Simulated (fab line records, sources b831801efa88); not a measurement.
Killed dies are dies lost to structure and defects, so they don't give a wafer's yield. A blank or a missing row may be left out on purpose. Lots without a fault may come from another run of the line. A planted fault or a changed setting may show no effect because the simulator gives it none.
fab line records | flow sky130
record lots=24 wafers=72 last_day=50
route steps=708 shown CONTACT@429 VIA1@479 METAL2@489 VIA2@529 VIA3@587 METAL4@598
lots that met no fault: from a run of the same line without faults
start_h: hours from the record's first day to the start of the lot's first wafer shown | wait_h: hours since the lot's step before | " the same as in the row above | L1.1+2: a row that stands for several wafers | - no value, or no start given | * or withheld: withheld | < > ~ a bound
route shown NAME@n: a module of which the file shows steps, and the number in the route of the first | usual: mean/standard deviation of fault-free wafers | same: alike in all rows | chamber/n: place in a boat | sites: the reading at each site | _std_site: their standard deviation | _edge_site: outer sites' mean less inner sites' | radius_mm: how far each site lies from the wafer's centre | mask NAME#n: copy n | behind: the tool/chamber that last shaped the wafer | hold: why the lot was held/for how many hours/how that ended | device: the transistor (n, p or np) that didn't switch | end of line: the same wafers' tests at the end of the route | a step without rows: its recipe alone | killed: dies lost to structure and defects at the first sort, not the wafer's yield | map: a wafer's dies, x killed, . not, _ none there
set.NAME: the setting as run; set.NAME@STEP: as run at that earlier step | model.NAME: the simulator's own value behind a step, which no gauge read
steps of the route over a sample of lots; a table a step, a row a wafer
services: from which hour (start_h, from the record's first day; less than 0 if before it) a tool's chamber was out of use, for how many hours, and why
## steps
# step SKY_CONTACT_SPUTTER_23
# recipe material=TiN target_thk_nm=20 chamber_pressure_pa=5 power_w=4000 time_s=80
# usual throttle_valve_pct=30.2/0.75
# columns lot.wafer tool chamber start_h wait_h throttle_valve_pct
L074.2 pvd_sputter-03 - 730.62 0.0 29.2
L074.3 " - " " 29.7
L074.5 " - " " 29.5
L076.1 pvd_sputter-04 - 753.61 0.0 29.5
L076.2 " - " " 30.7
L076.4 " - " " 29.3
L075.1 pvd_sputter-02 - 756.56 0.0 31.3
L075.5 " - " " 31.3
L075.6 " - " " 31.4
L077.2 pvd_sputter-04 - 760.19 0.0 30.8
L077.4 " - " " 29.8
L077.5 " - " " 29.7
L078.1 pvd_sputter-04 - 761.78 0.0 29.6
L078.2 " - " " 31.1
L078.5 " - " " 29.7
L079.1 pvd_sputter-04 - 776.74 0.0 30.8
L079.4 " - " " 29.7
L079.6 " - " " 30.8
L080.1 pvd_sputter-03 - 787.61 0.0 29.2
L080.4 " - " " 29.3
L080.6 " - " " 30.4
L081.2 pvd_sputter-03 - 794.35 0.0 29.7
L081.4 " - " " 29.7
L081.5 " - " " 29.5
L082.2 pvd_sputter-04 - 799.69 0.0 31.4
L082.5 " - " " 29.5
L082.6 " - " " 30.8
L083.2 pvd_sputter-03 - 812.56 0.0 30.6
L083.4 " - " " 29.7
L083.6 " - " " 29.6
L084.1 pvd_sputter-03 - 818.02 0.0 29.7
L084.3 " - " " 30.7
L084.4 " - " " 30.0
L085.3 pvd_sputter-04 - 831.16 0.0 31.0
L085.5 " - " " 30.8
L085.6 " - " " 29.7
L086.3 pvd_sputter-03 - 839.42 0.0 29.2
L086.4 " - " " 30.2
L086.5 " - " " 29.2
L087.1 pvd_sputter-02 - 840.69 0.0 29.7
L087.2 " - " " 31.3
L087.5 " - " " 31.4
L088.1 pvd_sputter-02 - 849.14 0.0 29.4
L088.4 " - " " 31.2
L088.6 " - " " 29.5
L089.1 pvd_sputter-02 - 851.53 0.0 31.1
L089.2 " - " " 31.4
L089.3 " - " " 31.4
L090.1 pvd_sputter-04 - 861.77 0.0 29.7
L090.4 " - " " 29.6
L090.6 " - " " 29.5
L092.1 pvd_sputter-03 - 870.74 0.0 29.9
L092.3 " - " " 30.6
L092.6 " - " " 29.6
L091.1 pvd_sputter-03 - 875.97 0.0 29.5
L091.2 " - " " 29.6
L091.6 " - " " 29.5
L093.1 pvd_sputter-04 - 891.12 0.0 30.8
L093.3 " - " " 29.5
L093.6 " - " " 29.7
L095.1 pvd_sputter-03 - 892.14 0.0 30.6
L095.4 " - " " 29.8
L095.6 " - " " 30.3
L094.1 pvd_sputter-03 - 901.82 0.0 31.0
L094.3 " - " " 29.4
L094.5 " - " " 29.6
L096.2 pvd_sputter-03 - 907.60 0.0 29.2
L096.5 " - " " 29.3
L096.6 " - " " 30.5
L097.2 pvd_sputter-02 - 911.62 0.0 31.2
L097.3 " - " " 31.4
L097.4 " - " " 31.1
# step SKY_VIA1_CVD_21
# recipe material=W target_thk_nm=270 time_s=80.902 temp_c=400 pressure_torr=40
# usual heater_power_w=842/76
# columns lot.wafer tool chamber start_h wait_h heater_power_w
L074.2 cvd_w-02 0 787.77 0.0 787
L074.3 " 1 " " 941
L074.5 " 0 " " 762
L076.1 cvd_w-01 0 809.30 0.0 815
L076.2 " 1 " " 918
L076.4 " 1 " " 906
L075.1 cvd_w-01 1 813.05 0.0 891
L075.5 " 0 " " 815
L075.6 " 1 " " 963
L077.2 cvd_w-02 1 816.08 0.0 928
L077.4 " 1 " " 926
L077.5 " 0 " " 786
L078.1 cvd_w-01 0 817.68 0.0 827
L078.2 " 1 " " 920
L078.5 " 1 " " 877
L079.1 cvd_w-01 0 832.19 0.0 814
L079.4 " 0 " " 799
L079.6 " 1 " " 927
L080.1 cvd_w-02 0 843.97 0.0 782
L080.4 " 1 " " 921
L080.6 " 0 " " 780
L081.2 cvd_w-02 0 850.10 0.0 796
L081.4 " 1 " " 943
L081.5 " 0 " " 795
L082.2 cvd_w-01 1 855.93 0.0 886
L082.5 " 0 " " 849
L082.6 " 1 " " 910
L083.2 cvd_w-01 1 868.44 0.0 893
L083.4 " 1 " " 897
L083.6 " 1 " " 891
L084.1 cvd_w-01 0 875.26 0.0 811
L084.3 " 1 " " 929
L084.4 " 0 " " 816
L085.3 cvd_w-02 1 886.35 0.1 947
L085.5 " 0 " " 773
L085.6 " 1 " " 927
L086.3 cvd_w-01 0 894.65 0.1 835
L086.4 " 1 " " 877
L086.5 " 0 " " 838
L087.1 cvd_w-02 1 894.97 0.0 942
L087.2 " 0 " " 787
L087.5 " 1 " " 935
L088.1 cvd_w-02 1 903.59 0.0 937
L088.4 " 1 " " 929
L088.6 " 1 " " 933
L089.1 cvd_w-01 1 906.58 0.1 924
L089.2 " 0 " " 819
L089.3 " 1 " " 914
L090.1 cvd_w-01 0 916.56 0.0 832
L090.4 " 0 " " 837
L090.6 " 0 " " 830
L092.1 cvd_w-02 1 924.39 0.0 840
L092.3 " 0 " " 694
L092.6 " 1 " " 846
L091.1 cvd_w-02 1 929.36 0.0 852
L091.2 " 0 " " 692
L091.6 " 1 " " 852
L093.1 cvd_w-01 1 943.43 0.0 899
L093.3 " 1 " " 897
L093.6 " 1 " " 919
L095.1 cvd_w-02 1 946.12 0.0 845
L095.4 " 0 " " 693
L095.6 " 1 " " 855
L094.1 cvd_w-02 1 954.27 0.0 858
L094.3 " 1 " " 839
L094.5 " 1 " " 866
L096.2 cvd_w-02 1 960.12 0.0 858
L096.5 " 0 " " 698
L096.6 " 1 " " 850
L097.2 cvd_w-02 1 963.98 0.0 860
L097.3 " 1 " " 864
L097.4 " 0 " " 704
# step SKY_METAL2_THK_MEAS_06
# recipe thk_meas_gauge=xrf reads=AlCu_of_METAL2_SPUTTER_02
# usual METAL2_ALCU_THK=250/3.1
# columns lot.wafer tool chamber start_h wait_h METAL2_ALCU_THK[nm]
L074.2 film_metro-03 - 788.61 0.1 243
L074.3 " - " " 247
L074.5 " - " " 248
L076.1 film_metro-04 - 810.13 0.1 249
L076.2 " - " " 251
L076.4 " - " " 250
L075.1 film_metro-01 - 813.88 0.1 251
L075.5 " - " " 251
L075.6 " - " " 253
L077.2 film_metro-04 - 816.93 0.1 247
L077.4 " - " " 251
L077.5 " - " " 249
L078.1 film_metro-01 - 818.52 0.1 248
L078.2 " - " " 248
L078.5 " - " " 249
L079.1 film_metro-04 - 833.02 0.1 250
L079.4 " - " " 251
L079.6 " - " " 248
L080.1 film_metro-03 - 844.81 0.1 246
L080.4 " - " " 250
L080.6 " - " " 248
L081.2 film_metro-03 - 850.95 0.1 250
L081.4 " - " " 249
L081.5 " - " " 249
L082.2 film_metro-01 - 856.78 0.1 253
L082.5 " - " " 253
L082.6 " - " " 255
L083.2 film_metro-04 - 869.28 0.1 257
L083.4 " - " " 254
L083.6 " - " " 251
L084.1 film_metro-03 - 876.09 0.1 249
L084.3 " - " " 245
L084.4 " - " " 246
L085.3 film_metro-04 - 887.18 0.1 252
L085.5 " - " " 249
L085.6 " - " " 253
L086.3 film_metro-04 - 895.48 0.1 250
L086.4 " - " " 243
L086.5 " - " " 249
L087.1 film_metro-01 - 895.81 0.1 249
L087.2 " - " " 249
L087.5 " - " " 248
L088.1 film_metro-01 - 904.42 0.1 252
L088.4 " - " " 246
L088.6 " - " " 245
L089.1 film_metro-01 - 907.41 0.1 253
L089.2 " - " " 252
L089.3 " - " " 251
L090.1 film_metro-04 - 917.67 0.1 250
L090.4 " - " " 250
L090.6 " - " " 250
L092.1 film_metro-01 - 925.22 0.1 249
L092.3 " - " " 247
L092.6 " - " " 248
L091.1 film_metro-03 - 930.21 0.1 244
L091.2 " - " " 246
L091.6 " - " " 252
L093.1 film_metro-01 - 944.27 0.1 252
L093.3 " - " " 249
L093.6 " - " " 249
L095.1 film_metro-01 - 946.96 0.1 248
L095.4 " - " " 252
L095.6 " - " " 253
L094.1 film_metro-04 - 955.11 0.1 256
L094.3 " - " " 256
L094.5 " - " " 256
L096.2 film_metro-04 - 960.96 0.1 244
L096.5 " - " " 250
L096.6 " - " " 246
L097.2 film_metro-01 - 964.82 0.1 252
L097.3 " - " " 246
L097.4 " - " " 251
# step SKY_VIA2_RS_MEAS_22
# recipe thk_meas_gauge=four-point-probe reads=W_of_VIA2_CVD_21+TiN_of_VIA2_SPUTTER_20
# usual VIA2_W_RS=0.270/0.0043
# columns lot.wafer tool chamber start_h wait_h VIA2_W_RS[ohm/sq]
L074.2 film_metro-02 - 842.38 0.1 0.279
L074.3 " - " " 0.278
L074.5 " - " " 0.274
L076.1 film_metro-03 - 863.68 0.1 0.270
L076.2 " - " " 0.270
L076.4 " - " " 0.267
L075.1 film_metro-03 - 869.63 0.1 0.267
L075.5 " - " " 0.266
L075.6 " - " " 0.270
L077.2 film_metro-02 - 873.26 0.1 0.267
L077.4 " - " " 0.265
L077.5 " - " " 0.275
L078.1 film_metro-04 - 873.88 0.1 0.269
L078.2 " - " " 0.274
L078.5 " - " " 0.272
L079.1 film_metro-02 - 887.52 0.1 0.264
L079.4 " - " " 0.262
L079.6 " - " " 0.266
L080.1 film_metro-03 - 899.23 0.1 0.264
L080.4 " - " " 0.274
L080.6 " - " " 0.265
L081.2 film_metro-04 - 905.08 0.1 0.263
L081.4 " - " " 0.262
L081.5 " - " " 0.271
L082.2 film_metro-02 - 910.87 0.1 0.263
L082.5 " - " " 0.266
L082.6 " - " " 0.272
L083.2 film_metro-04 - 922.58 0.1 0.274
L083.4 " - " " 0.264
L083.6 " - " " 0.266
L084.1 film_metro-03 - 929.20 0.1 0.278
L084.3 " - " " 0.278
L084.4 " - " " 0.269
L085.3 film_metro-04 - 939.55 0.1 0.264
L085.5 " - " " 0.272
L085.6 " - " " 0.266
L086.3 film_metro-04 - 948.00 0.1 0.263
L086.4 " - " " 0.273
L086.5 " - " " 0.266
L087.1 film_metro-02 - 948.34 0.1 0.272
L087.2 " - " " 0.267
L087.5 " - " " 0.272
L088.1 film_metro-02 - 956.13 0.1 0.274
L088.4 " - " " 0.276
L088.6 " - " " 0.274
L089.1 film_metro-04 - 959.40 0.1 0.268
L089.2 " - " " 0.268
L089.3 " - " " 0.265
L090.1 film_metro-03 - 969.39 0.2 0.273
L090.4 " - " " 0.272
L090.6 " - " " 0.274
L092.1 film_metro-04 - 976.89 0.2 0.275
L092.3 " - " " 0.274
L092.6 " - " " 0.273
L091.1 film_metro-03 - 981.33 0.2 0.274
L091.2 " - " " 0.276
L091.6 " - " " 0.274
L093.1 film_metro-03 - 994.73 0.2 0.272
L093.3 " - " " 0.274
L093.6 " - " " 0.271
L095.1 film_metro-04 - 996.90 0.1 0.271
L095.4 " - " " 0.270
L095.6 " - " " 0.271
L094.1 film_metro-02 - 1004.77 0.1 0.263
L094.3 " - " " 0.266
L094.5 " - " " 0.262
L096.2 film_metro-04 - 1011.46 0.2 0.273
L096.5 " - " " 0.277
L096.6 " - " " 0.276
L097.2 film_metro-04 - 1013.79 0.2 0.278
L097.3 " - " " 0.271
L097.4 " - " " 0.278
# step SKY_VIA3_ETCH_14
# recipe chemistry=N2/H2 target=BARC ion_energy_ev=200 source_w=500 bias_w=100 pressure_mtorr=30 n2_flow_sccm=100 h2_flow_sccm=200 stop_on=SiO2 time_s=45.9 target_depth_a=600
# usual drypump_motor_current_A=5.8/0.42 oes_product_au=0.855/0.0042 throttle_valve_pct=13.225/0.0088
# columns lot.wafer tool chamber start_h wait_h drypump_motor_current_A oes_product_au rf_hours_counter_h throttle_valve_pct
L074.2 rie_diel-02 3 922.38 0.0 5.5 0.848 14 13.226
L074.3 " 0 " " 6.2 0.857 12 13.220
L074.5 " 0 " " 6.2 0.855 - 13.229
L076.1 rie_diel-01 1 941.78 0.0 6.6 0.855 11 13.226
L076.2 " 2 " " 5.6 0.851 23 13.232
L076.4 " 3 " " 6.0 0.857 10 13.233
L075.1 rie_diel-01 2 949.18 0.0 5.6 0.860 23 13.232
L075.5 " 0 " " 6.0 0.852 - 13.224
L075.6 " 3 " " 6.0 0.859 - 13.216
L077.2 rie_diel-02 2 951.54 0.0 5.5 0.853 10 13.230
L077.4 " 3 " " 5.6 0.855 15 13.220
L077.5 " 1 " " 5.7 0.856 - 13.228
L078.1 rie_diel-03 1 951.63 0.0 6.1 0.860 17 13.230
L078.2 " 2 " " 5.7 0.851 15 13.224
L078.5 " 1 " " 6.1 0.853 - 13.212
L079.1 rie_diel-03 2 965.29 0.0 5.7 0.866 16 13.230
L079.4 " 3 " " 4.9 0.857 17 13.221
L079.6 " 1 " " 6.1 0.859 - 13.229
L080.1 rie_diel-02 0 975.73 0.0 6.1 0.849 13 13.228
L080.4 " 2 " " 5.5 0.849 10 13.217
L080.6 " 1 " " 5.6 0.859 - 13.214
L081.2 rie_diel-02 1 982.14 0.0 5.7 0.856 15 13.220
L081.4 " 0 " " 6.1 0.854 13 13.229
L081.5 " 1 " " 5.7 0.862 - 13.234
L082.2 rie_diel-01 0 986.98 0.0 6.0 0.853 10 13.214
L082.5 " 0 " " 6.0 0.858 - 13.226
L082.6 " 1 " " 6.6 0.860 - 13.238
L083.2 rie_diel-03 1 998.28 0.0 6.0 0.854 19 13.219
L083.4 " 3 " " 4.9 0.856 18 13.217
L083.6 " 3 " " 4.9 0.856 - 13.240
L084.1 rie_diel-01 0 1005.83 0.0 6.0 0.858 11 13.230
L084.3 " 3 " " 6.0 0.851 12 13.218
L084.4 " 1 " " 6.6 0.845 13 13.235
L085.3 rie_diel-02 2 1013.78 0.0 5.5 0.851 11 13.238
L085.5 " 0 " " 6.2 0.858 - 13.218
L085.6 " 1 " " 5.7 0.849 - 13.231
L087.1 rie_diel-03 2 1023.08 0.0 5.7 0.852 18 13.234
L087.2 " 1 " " 6.1 0.858 20 13.216
L087.5 " 2 " " 5.7 0.855 - 13.218
L086.3 rie_diel-02 2 1023.49 0.0 5.4 0.850 12 13.224
L086.4 " 0 " " 6.2 0.852 14 13.223
L086.5 " 2 " " 5.4 0.852 - 13.225
L088.1 rie_diel-03 2 1030.53 0.0 5.7 0.851 18 13.218
L088.4 " 3 " " 4.9 0.845 19 13.235
L088.6 " 3 " " 4.9 0.850 - 13.214
L089.1 rie_diel-01 0 1033.09 0.0 6.0 0.853 12 13.228
L089.2 " 2 " " 5.6 0.853 26 13.212
L089.3 " 1 " " 6.6 0.855 14 13.220
L090.1 rie_diel-03 2 1043.53 0.0 5.7 0.859 18 13.231
L090.4 " 1 " " 6.1 0.854 21 13.214
L090.6 " 1 " " 6.0 0.852 - 13.229
L092.1 rie_diel-03 1 1049.23 0.0 6.1 0.847 21 13.225
L092.3 " 2 " " 5.7 0.845 19 13.225
L092.6 " 3 " " 4.9 0.844 - 13.211
L091.1 rie_diel-02 1 1054.74 0.0 5.6 0.858 17 13.212
L091.2 " 3 " " 5.6 0.857 18 13.231
L091.6 " 1 " " 5.6 0.856 - 13.239
L093.1 rie_diel-01 2 1064.99 0.0 5.6 0.860 27 13.227
L093.3 " 3 " " 5.9 0.851 14 13.234
L093.6 " 3 " " 6.0 0.858 - 13.221
L095.1 rie_diel-01 3 1067.13 0.0 5.9 0.854 14 13.239
L095.4 " 1 " " 6.6 0.856 15 13.222
L095.6 " 3 " " 6.0 0.851 - 13.235
L094.1 rie_diel-02 1 1074.53 0.0 5.6 0.858 17 13.200
L094.3 " 0 " " 6.1 0.863 16 13.237
L094.5 " 2 " " 5.5 0.861 - 13.220
L096.2 rie_diel-01 0 1080.08 0.0 6.0 0.861 13 13.238
L096.5 " 3 " " 5.9 0.857 - 13.212
L096.6 " 2 " " 5.6 0.856 - 13.204
L097.2 rie_diel-01 2 1082.44 0.0 5.6 0.859 28 13.215
L097.3 " 3 " " 6.0 0.859 14 13.234
L097.4 " 1 " " 6.6 0.849 15 13.229
# step SKY_METAL4_SPUTTER_00
# recipe material=Ti target_thk_nm=15 power_w=3000 time_s=10 chamber_pressure_pa=0.4
# usual throttle_valve_pct=30.3/0.8
# columns lot.wafer tool chamber start_h wait_h throttle_valve_pct
L074.2 pvd_sputter-04 - 923.83 0.1 29.4
L074.3 " - " " 29.5
L074.5 " - " " 30.9
L076.1 pvd_sputter-04 - 943.14 0.1 31.4
L076.2 " - " " 29.7
L076.4 " - " " 29.9
L075.1 pvd_sputter-03 - 950.54 0.1 29.6
L075.5 " - " " 29.5
L075.6 " - " " 30.5
L077.2 pvd_sputter-03 - 952.90 0.1 29.2
L077.4 " - " " 29.2
L077.5 " - " " 30.7
L078.1 pvd_sputter-02 - 953.03 0.2 31.4
L078.2 " - " " 29.6
L078.5 " - " " 31.4
L079.1 pvd_sputter-04 - 966.69 0.1 29.9
L079.4 " - " " 31.2
L079.6 " - " " 30.6
L080.1 pvd_sputter-04 - 977.09 0.1 29.4
L080.4 " - " " 29.8
L080.6 " - " " 30.9
L081.2 pvd_sputter-03 - 983.50 0.2 29.9
L081.4 " - " " 29.7
L081.5 " - " " 30.4
L082.2 pvd_sputter-03 - 988.46 0.2 29.4
L082.5 " - " " 29.7
L082.6 " - " " 29.4
L083.2 pvd_sputter-02 - 999.65 0.1 31.4
L083.4 " - " " 31.4
L083.6 " - " " 31.5
L084.1 pvd_sputter-03 - 1007.20 0.1 29.3
L084.3 " - " " 30.5
L084.4 " - " " 30.1
L085.3 pvd_sputter-02 - 1015.22 0.1 31.4
L085.5 " - " " 31.4
L085.6 " - " " 31.6
L087.1 pvd_sputter-04 - 1024.44 0.1 29.8
L087.2 " - " " 29.6
L087.5 " - " " 31.1
L086.3 pvd_sputter-02 - 1024.97 0.2 29.6
L086.4 " - " " 31.4
L086.5 " - " " 29.7
L088.1 pvd_sputter-03 - 1031.89 0.1 30.6
L088.4 " - " " 29.2
L088.6 " - " " 30.6
L089.1 pvd_sputter-04 - 1034.46 0.2 29.6
L089.2 " - " " 29.7
L089.3 " - " " 30.7
L090.1 pvd_sputter-02 - 1044.93 0.2 31.3
L090.4 " - " " 31.0
L090.6 " - " " 29.6
L092.1 pvd_sputter-02 - 1050.63 0.2 31.3
L092.3 " - " " 29.5
L092.6 " - " " 31.3
L091.1 pvd_sputter-02 - 1056.14 0.2 29.7
L091.2 " - " " 31.2
L091.6 " - " " 31.5
L093.1 pvd_sputter-04 - 1066.69 0.2 29.6
L093.3 " - " " 29.6
L093.6 " - " " 31.3
L095.1 pvd_sputter-03 - 1068.61 0.1 30.7
L095.4 " - " " 29.7
L095.6 " - " " 30.5
L094.1 pvd_sputter-04 - 1075.98 0.1 31.3
L094.3 " - " " 29.7
L094.5 " - " " 29.9
L096.2 pvd_sputter-03 - 1081.88 0.1 30.6
L096.5 " - " " 29.6
L096.6 " - " " 29.1
L097.2 pvd_sputter-03 - 1083.80 0.1 29.4
L097.3 " - " " 29.6
L097.4 " - " " 29.2
## services
# columns tool chamber start_h hours kind
rie_diel-02 3 723.93 10.6 repair
rie_diel-01 0 740.71 16.5 repair
rie_diel-01 1 752.20 6.7 repair
pvd_sputter-02 - 756.65 1.0 repair
rie_diel-01 3 777.97 32.2 repair
pvd_sputter-02 - 785.65 0.6 repair
rie_diel-01 0 800.71 4.4 repair
pvd_sputter-03 - 801.14 1.0 repair
rie_diel-02 1 807.86 5.5 repair
cvd_w-02 0 817.14 6.5 repair
pvd_sputter-03 - 819.52 11.9 repair
rie_diel-01 - 827.40 2.8 pm
pvd_sputter-04 - 835.29 12.5 repair
pvd_sputter-03 - 847.56 12.9 repair
rie_diel-01 1 864.55 8.2 repair
cvd_w-02 - 872.50 6.9 pm
cvd_w-02 - 904.00 14.0 pm
pvd_sputter-02 - 904.34 5.0 repair
rie_diel-01 - 908.82 0.8 repair
cvd_w-01 - 922.62 0.5 repair
cvd_w-01 0 965.13 67.8 repair
rie_diel-01 - 1037.99 0.7 repair
pvd_sputter-03 - 1046.33 5.4 repair
cvd_w-02 - 1083.14 2.8 pm
## key
fault none
